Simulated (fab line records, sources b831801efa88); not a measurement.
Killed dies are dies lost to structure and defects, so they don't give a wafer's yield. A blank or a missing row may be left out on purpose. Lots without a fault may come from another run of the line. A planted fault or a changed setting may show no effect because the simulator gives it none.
fab line records | flow sky130
record lots=12 wafers=36 last_day=50
route steps=708 shown POLY_GATE@228 LDD_HVN@276 LDD_LDN@298 PAD_OPEN@708
lots that met no fault: from a run of the same line without faults
start_h: hours from the record's first day to the start of the lot's first wafer shown | wait_h: hours since the lot's step before | " the same as in the row above | L1.1+2: a row that stands for several wafers | - no value, or no start given | * or withheld: withheld | < > ~ a bound
route shown NAME@n: a module of which the file shows steps, and the number in the route of the first | usual: mean/standard deviation of fault-free wafers | same: alike in all rows | chamber/n: place in a boat | sites: the reading at each site | _std_site: their standard deviation | _edge_site: outer sites' mean less inner sites' | radius_mm: how far each site lies from the wafer's centre | mask NAME#n: copy n | behind: the tool/chamber that last shaped the wafer | hold: why the lot was held/for how many hours/how that ended | device: the transistor (n, p or np) that didn't switch | end of line: the same wafers' tests at the end of the route | a step without rows: its recipe alone | killed: dies lost to structure and defects at the first sort, not the wafer's yield | map: a wafer's dies, x killed, . not, _ none there
set.NAME: the setting as run; set.NAME@STEP: as run at that earlier step | model.NAME: the simulator's own value behind a step, which no gauge read
steps of the route over a sample of lots; a table a step, a row a wafer
services: from which hour (start_h, from the record's first day; less than 0 if before it) a tool's chamber was out of use, for how many hours, and why
## steps
# step SKY_POLY_GATE_OVL_MEAS_14
# usual POLY_GATE_OVL=0/5.8
# columns lot.wafer tool chamber start_h wait_h POLY_GATE_OVL[nm]
L349.2 overlay-01 - 361.98 0.1 1
L349.4 " - " " -4
L349.5 " - " " 9
L350.1 overlay-01 - 375.97 0.1 -3
L350.2 " - " " 1
L350.3 " - " " -3
L356.2 overlay-01 - 436.03 0.1 1
L356.4 " - " " -3
L356.5 " - " " -1
L358.2 overlay-02 - 452.83 0.1 -4
L358.4 " - " " 4
L358.6 " - " " -2
L363.2 overlay-02 - 497.48 0.1 0
L363.3 " - " " -3
L363.5 " - " " -2
L364.1 overlay-02 - 500.57 0.1 1
L364.3 " - " " -5
L364.6 " - " " -6
L365.1 overlay-02 - 508.27 0.1 5
L365.2 " - " " 7
L365.5 " - " " 13
L367.3 overlay-01 - 548.63 0.1 3
L367.4 " - " " -1
L367.5 " - " " -1
L368.1 overlay-02 - 549.67 0.1 0
L368.4 " - " " -3
L368.5 " - " " -4
L369.3 overlay-01 - 554.23 0.1 14
L369.4 " - " " 4
L369.6 " - " " 3
L371.2 overlay-01 - 565.08 0.1 -5
L371.3 " - " " -8
L371.4 " - " " -2
L372.2 overlay-01 - 570.63 0.1 -2
L372.5 " - " " -6
L372.6 " - " " 0
# step SKY_LDD_HVN_STRIP_09
# recipe chemistry=O2/N2 power_w=1400 pressure_mtorr=1500 platen_temp_c=withheld o2_flow_sccm=3000 n2_flow_sccm=300 overash_fraction=0.5
# usual drypump_motor_current_A=6.2/0.34 o2_flow_sccm=2999/8.9 oes_product_au=0.408/0.0044 strip_time_to_endpoint_s=4.138/0.013
# columns lot.wafer tool chamber start_h wait_h drypump_motor_current_A o2_flow_sccm oes_product_au rf_hours_counter_h strip_time_to_endpoint_s
L349.2 plasma_asher-03 1 455.29 0.1 6.0 3002 0.407 78 4.136
L349.4 " 0 " " 6.1 3003 0.403 - 4.147
L349.5 " 1 " " 6.0 3008 0.406 - 4.138
L350.1 plasma_asher-02 1 467.79 0.1 6.0 2998 0.406 63 4.147
L350.2 " 0 " " 6.3 3001 0.415 63 4.136
L350.3 " 0 " " 6.3 2994 0.408 - 4.146
L356.2 plasma_asher-04 1 532.39 0.1 5.8 2981 0.411 10 4.143
L356.4 " 0 " " 6.9 2990 0.411 - 4.126
L356.5 " 0 " " 6.8 3009 0.406 - 4.140
L358.2 plasma_asher-02 1 548.04 0.1 6.0 3009 0.412 70 4.126
L358.4 " 1 " " 6.0 2994 0.410 - 4.129
L358.6 " 1 " " 6.0 2993 0.410 - 4.123
L363.2 plasma_asher-04 0 590.19 0.1 6.8 3000 0.413 16 4.126
L363.3 " 1 " " 5.8 3008 0.411 - 4.119
L363.5 " 0 " " 6.8 2989 0.407 - 4.107
L364.1 plasma_asher-04 1 594.39 0.1 5.8 3004 0.404 17 4.135
L364.3 " 0 " " 6.8 2993 0.413 - 4.119
L364.6 " 0 " " 6.8 2992 0.408 - 4.145
L365.1 plasma_asher-04 1 600.79 0.1 5.8 2999 0.405 17 4.123
L365.2 " 0 " " 6.8 2985 0.408 17 4.145
L365.5 " 0 " " 6.8 3006 0.408 - 4.128
L367.3 plasma_asher-02 0 639.32 0.1 6.3 2998 0.403 - 4.125
L367.4 " 1 " " 6.0 3002 0.406 - 4.151
L367.5 " 1 " " 6.0 2996 0.420 - 4.157
L368.1 plasma_asher-02 0 640.79 0.1 6.3 2997 0.409 79 4.139
L368.4 " 0 " " 6.4 3008 0.412 - 4.123
L368.5 " 1 " " 6.0 3000 0.407 - 4.123
L369.3 plasma_asher-04 1 645.42 0.1 5.8 3005 0.410 - 4.160
L369.4 " 0 " " 6.9 2988 0.415 - 4.150
L369.6 " 1 " " 5.8 3003 0.408 - 4.140
L371.2 plasma_asher-03 0 655.59 0.1 6.1 2989 0.395 97 4.139
L371.3 " 0 " " 6.1 2990 0.404 - 4.139
L371.4 " 1 " " 6.0 3011 0.410 - 4.123
L372.2 plasma_asher-02 1 659.94 0.1 6.0 3012 0.417 82 4.148
L372.5 " 1 " " 6.1 2997 0.410 - 4.159
L372.6 " 0 " " 6.3 2987 0.411 - 4.154
# step SKY_LDD_LDN_IMPLANT_09
# recipe species=As energy_kev=15 dose_cm2=1.25e+13 tilt_deg=withheld rotation_deg=113
# columns lot.wafer tool chamber start_h wait_h
L349.2+4+5 implanter-04 0 516.92 0.1
L350.1+2+3 implanter-03 0 530.28 0.1
L350.1+2+3 implanter-03 0 530.88 0.6
L356.2+4+5 implanter-04 0 591.66 0.1
L356.2+4+5 implanter-04 0 591.98 0.3
L358.2+4+6 implanter-03 0 606.61 0.1
L358.2+4+6 implanter-03 0 606.93 0.3
L363.2+3+5 implanter-03 0 648.12 0.1
L364.1+3+6 implanter-04 0 651.49 0.1
L365.1+2+5 implanter-03 0 658.23 0.1
L367.3+4+5 implanter-04 0 695.84 0.1
L368.1+4+5 implanter-04 0 697.39 0.1
L369.3+4+6 implanter-04 0 702.34 0.1
L371.2+3+4 implanter-03 0 712.27 0.1
L372.2+5+6 implanter-01 0 717.51 0.1
# step SKY_LDD_LDN_STRIP_12
# recipe chemistry=O2/N2 power_w=1400 pressure_mtorr=1500 platen_temp_c=withheld o2_flow_sccm=3000 n2_flow_sccm=300 overash_fraction=0.5
# usual drypump_motor_current_A=5.8/0.61 o2_flow_sccm=3000/9.2 oes_product_au=0.716/0.0043 strip_time_to_endpoint_s=14.17/0.035
# columns lot.wafer tool chamber start_h wait_h drypump_motor_current_A o2_flow_sccm oes_product_au rf_hours_counter_h strip_time_to_endpoint_s
L349.2 plasma_asher-03 1 517.34 0.1 6.0 2990 0.719 84 14.22
L349.4 " 1 " " 6.0 2988 0.719 - 14.18
L349.5 " 0 " " 6.1 3007 0.711 - 14.18
L350.1 plasma_asher-04 1 531.33 0.1 5.8 2999 0.720 10 14.21
L350.2 " 0 " " 6.8 2990 0.716 10 14.16
L350.3 " 0 " " 6.8 3000 0.722 - 14.16
L356.2 plasma_asher-03 1 592.40 0.1 6.0 2985 0.716 92 14.21
L356.4 " 0 " " 6.1 2993 0.719 - 14.20
L356.5 " 0 " " 6.1 3009 0.714 - 14.21
L358.2 plasma_asher-04 1 607.35 0.1 5.8 3007 0.714 18 14.18
L358.4 " 0 " " 6.8 3006 0.720 - 14.16
L358.6 " 0 " " 6.8 2985 0.721 - 14.18
L363.2 plasma_asher-01 1 648.54 0.1 4.8 2984 0.713 52 14.14
L363.3 " 0 " " 5.7 3012 0.721 - 14.21
L363.5 " 1 " " 4.8 2997 0.708 - 14.17
L364.1 plasma_asher-01 1 651.94 0.1 4.8 3000 0.724 52 14.19
L364.3 " 0 " " 5.8 3009 0.717 - 14.21
L364.6 " 0 " " 5.8 3015 0.719 - 14.20
L365.1 plasma_asher-03 1 658.68 0.1 6.0 3007 0.712 98 14.17
L365.2 " 0 " " 6.1 3008 0.710 98 14.15
L365.5 " 1 " " 6.0 3006 0.713 - 14.19
L367.3 plasma_asher-01 0 696.27 0.1 5.8 2997 0.710 - 14.16
L367.4 " 1 " " 4.8 3018 0.712 - 14.25
L367.5 " 1 " " 4.8 3010 0.720 - 14.21
L368.1 plasma_asher-03 0 697.84 0.1 6.1 2996 0.726 101 14.20
L368.4 " 0 " " 6.1 2996 0.719 - 14.17
L368.5 " 1 " " 6.0 3008 0.717 - 14.16
L369.3 plasma_asher-01 0 702.78 0.1 5.7 3009 0.719 - 14.14
L369.4 " 1 " " 4.8 3011 0.719 - 14.14
L369.6 " 1 " " 4.8 2993 0.717 - 14.15
L371.2 plasma_asher-01 1 712.69 0.1 4.8 2992 0.720 58 14.20
L371.3 " 0 " " 5.7 2990 0.714 - 14.22
L371.4 " 1 " " 4.8 2998 0.715 - 14.16
L372.2 plasma_asher-03 0 717.93 0.1 6.1 2993 0.711 103 14.12
L372.5 " 1 " " 6.0 3010 0.722 - 14.10
L372.6 " 0 " " 6.1 3002 0.716 - 14.10
# step SKY_LDD_LDN_TW_MEAS_13
# usual LDD_LDN_TW=1483/7.5
# columns lot.wafer tool chamber start_h wait_h LDD_LDN_TW
L349.2 film_metro-04 - 517.45 0.1 1487
L349.4 " - " " 1487
L349.5 " - " " 1496
L350.1 film_metro-03 - 531.45 0.1 1584
L350.2 " - " " 1592
L350.3 " - " " 1585
L356.2 film_metro-04 - 592.51 0.1 1578
L356.4 " - " " 1579
L356.5 " - " " 1582
L358.2 film_metro-02 - 607.46 0.1 1588
L358.4 " - " " 1594
L358.6 " - " " 1595
L363.2 film_metro-04 - 648.65 0.1 1484
L363.3 " - " " 1481
L363.5 " - " " 1482
L364.1 film_metro-02 - 652.04 0.1 1489
L364.3 " - " " 1491
L364.6 " - " " 1486
L365.1 film_metro-03 - 658.78 0.1 1482
L365.2 " - " " 1470
L365.5 " - " " 1484
L367.3 film_metro-02 - 696.36 0.1 1474
L367.4 " - " " 1490
L367.5 " - " " 1483
L368.1 film_metro-02 - 697.94 0.1 1484
L368.4 " - " " 1486
L368.5 " - " " 1479
L369.3 film_metro-04 - 702.86 0.1 1492
L369.4 " - " " 1489
L369.6 " - " " 1492
L371.2 film_metro-03 - 712.80 0.1 1477
L371.3 " - " " 1480
L371.4 " - " " 1484
L372.2 film_metro-04 - 718.04 0.1 1486
L372.5 " - " " 1486
L372.6 " - " " 1483
# step SKY_PAD_OPEN_PROBE_99
# usual killed_at_M0_to_M3=43/6.7 killed_at_M4_up=3.2/1.8 killed_at_contacts=25/5.2 killed_at_front_end=15/4.4 killed_at_other=0.2/0.4 killed_dies=87/9.3 killed_open=48/7.1 killed_short=39/6
# same gross_dies=492 killed_at_back_side=0
# columns lot.wafer tool chamber start_h wait_h killed_at_M0_to_M3 killed_at_M4_up killed_at_contacts killed_at_front_end killed_at_other killed_dies killed_open killed_short
L364.1 prober-02 - 1161.67 0.1 34 3 16 17 0 70 39 31
L364.3 prober-02 - 1161.77 0.2 37 3 22 10 0 72 41 31
L364.6 prober-02 - 1161.92 0.2 41 3 15 13 0 72 36 36
# killed by level:class
L364.1 CONTACT:geometric_particle:open=6 VIA1:geometric_particle:open=6 VIA3:geometric_particle:open=6 FIELD_ISO:geometric_particle:open=5 VIA2:geometric_particle:open=5 METAL2:geometric_particle:short=5 SPACER:geometric_particle:short=3 CONTACT:geometric_particle:short=3
L364.3 VIA1:geometric_particle:open=12 CONTACT:geometric_particle:open=6 VIA2:geometric_particle:open=5 LI_CONTACT:geometric_particle:open=5 METAL2:geometric_particle:short=5 VIA3:geometric_particle:open=5 LOCAL_INTERCONNECT:geometric_particle:short=4 CONTACT:geometric_particle:short=4
L364.6 CONTACT:geometric_particle:open=8 VIA2:geometric_particle:open=6 VIA1:geometric_particle:short=6 METAL2:geometric_particle:short=6 VIA1:geometric_particle:open=5 VIA3:geometric_particle:open=5 FIELD_ISO:geometric_particle:short=4 POLY_GATE:geometric_particle:short=4
## services
# columns tool chamber start_h hours kind
implanter-01 - 465.17 73.9 pm
implanter-03 - 488.34 6.5 pm
plasma_asher-02 - 503.19 5.4 repair
implanter-01 - 540.34 5.5 pm
implanter-01 - 551.15 106.0 repair
implanter-04 - 552.04 3.9 repair
implanter-03 - 571.60 5.9 repair
plasma_asher-01 - 596.70 0.6 repair
plasma_asher-03 - 600.70 3.1 repair
implanter-04 - 603.66 3.4 pm
plasma_asher-01 - 623.35 2.8 pm
plasma_asher-01 - 626.14 0.9 repair
plasma_asher-01 - 642.90 2.5 repair
plasma_asher-03 - 645.60 4.1 pm
plasma_asher-02 - 648.25 0.5 repair
implanter-01 - 657.15 3.9 pm
plasma_asher-04 - 665.30 2.0 repair
plasma_asher-01 - 680.19 1.2 repair
implanter-01 - 682.44 0.5 repair
plasma_asher-02 - 689.66 0.4 repair
implanter-03 - 689.87 10.2 repair
plasma_asher-01 - 703.49 2.3 repair
## key
first_sign step=SKY_LDD_LDN_IMPLANT_09 reading=visit direction=added
effect step=SKY_LDD_LDN_TW_MEAS_13 reading=LDD_LDN_TW direction=up sigmas=14 usual=1483 struck=1586
met_at SKY_LDD_LDN_IMPLANT_09
struck_lots L350,L356,L358
tester_left_out L350,L356,L358
not_acting_at SKY_POLY_GATE_OVL_MEAS_14,SKY_LDD_HVN_STRIP_09,SKY_LDD_LDN_STRIP_12
fault kind=repeated_step_whole tool=implanter-01,implanter-03,implanter-04 chamber=- onset_h=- steps=SKY_LDD_LDN_IMPLANT_09 times=1 scope=struck_lots_only
# tester_left_out: of these lots the tester's yield and bins aren't shown, on N5 and GAA mostly nor the transistor test; their killed dies are dies lost to structure and defects alone, not to doping, threshold or leakage, so they don't give the yield
